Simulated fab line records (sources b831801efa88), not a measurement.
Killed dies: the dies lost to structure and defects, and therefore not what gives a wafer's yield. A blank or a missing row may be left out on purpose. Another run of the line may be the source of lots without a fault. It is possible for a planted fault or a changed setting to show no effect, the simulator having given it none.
Which tool did it? + flow gf180mcu + at 1 step of a route of 602, 24 lots with 72 wafers sampled

== WHAT EACH GAUGE READ, for each wafer ==
GF_M2_CD_MEAS_14: target cd 280 nm. Usual: cd nm 280.2 nm, standard deviation 1.2.
| lot  | measured     | on        | cd nm (nm)        | flag |
|------|--------------|-----------|-------------------|------|
| L074 | day 19 03:08 | cd sem-02 | 280.2 281.1 280.1 |      |
| L075 | day 19 13:11 | cd sem-01 | 279.7 277.5 278.5 |      |
| L076 | day 19 14:32 | cd sem-02 | 281.7 279.8 278.9 |      |
| L077 | day 20 08:14 | cd sem-01 | 281.4 282.1 281.9 |      |
| L078 | day 21 01:02 | cd sem-01 | 280.6 281.2 281.4 |      |
| L079 | day 21 15:29 | cd sem-02 | 278.9 279.7 279.1 |      |
| L080 | day 21 15:50 | cd sem-02 | 282.6 282.4 281.1 |      |
| L083 | day 22 21:44 | cd sem-02 | 281.5 281.9 280.2 |      |
| L081 | day 22 23:02 | cd sem-01 | 280.6 280.0 281.2 |      |
| L082 | day 23 00:01 | cd sem-02 | 282.1 282.2 282.1 |      |
| L084 | day 23 17:14 | cd sem-02 | 281.0 281.2 281.0 |      |
| L085 | day 23 19:37 | cd sem-02 | 277.7 278.6 279.2 |      |
| L086 | day 23 20:23 | cd sem-01 | 279.7 278.7 279.9 |      |
| L088 | day 24 03:38 | cd sem-02 | 279.0 278.9 280.7 |      |
| L087 | day 24 05:17 | cd sem-02 | 279.3 279.0 279.3 |      |
| L091 | day 24 21:05 | cd sem-02 | 279.6 279.7 279.2 |      |
| L089 | day 25 01:55 | cd sem-01 | 280.0 279.8 279.5 |      |
| L090 | day 25 02:16 | cd sem-01 | 279.1 279.1 280.1 |      |
| L092 | day 25 09:47 | cd sem-02 | 282.2 280.9 281.5 |      |
| L093 | day 25 16:23 | cd sem-01 | 280.8 279.7 281.1 |      |
| L094 | day 25 17:29 | cd sem-02 | 278.1 278.3 279.3 |      |
| L095 | day 26 02:15 | cd sem-02 | 280.1 279.9 280.5 |      |
| L096 | day 26 08:11 | cd sem-02 | 279.9 281.3 280.7 |      |
| L097 | day 26 17:11 | cd sem-01 | 280.0 279.7 279.0 |      |

== EACH LOT AND THE TOOL THAT RAN IT (in order: tool; ch and the chambers of the sampled wafers; start) ==
There is no process step in the record ahead of these readings.

== AS READ BY THE TOOLS THEMSELVES (means over the sampled wafers that have a number; for cases with no such wafer, the mark the record gives instead) ==
The record holds no such reading with a usual standard deviation.

== THE ANSWER, worked out from the rows above alone ==
Rule: lot off if the mean of its wafers having a number is beyond 3 standard deviations from the usual mean. Also off: a lot with no number at a reading for which 4 or more lots have one. All remaining lots with rows at the step are treated as sound. Order of review: gauges by route order, followed by the tools' own readings, for which a lot's mean as printed above is used. The first step at which some lot is off is used, and at that step the reading that is off furthest; a lot without a number counts as furthest.
Nothing can be told from this: no lot is off at any reading shown.

== WHAT THE SIMULATOR PUT IN ==
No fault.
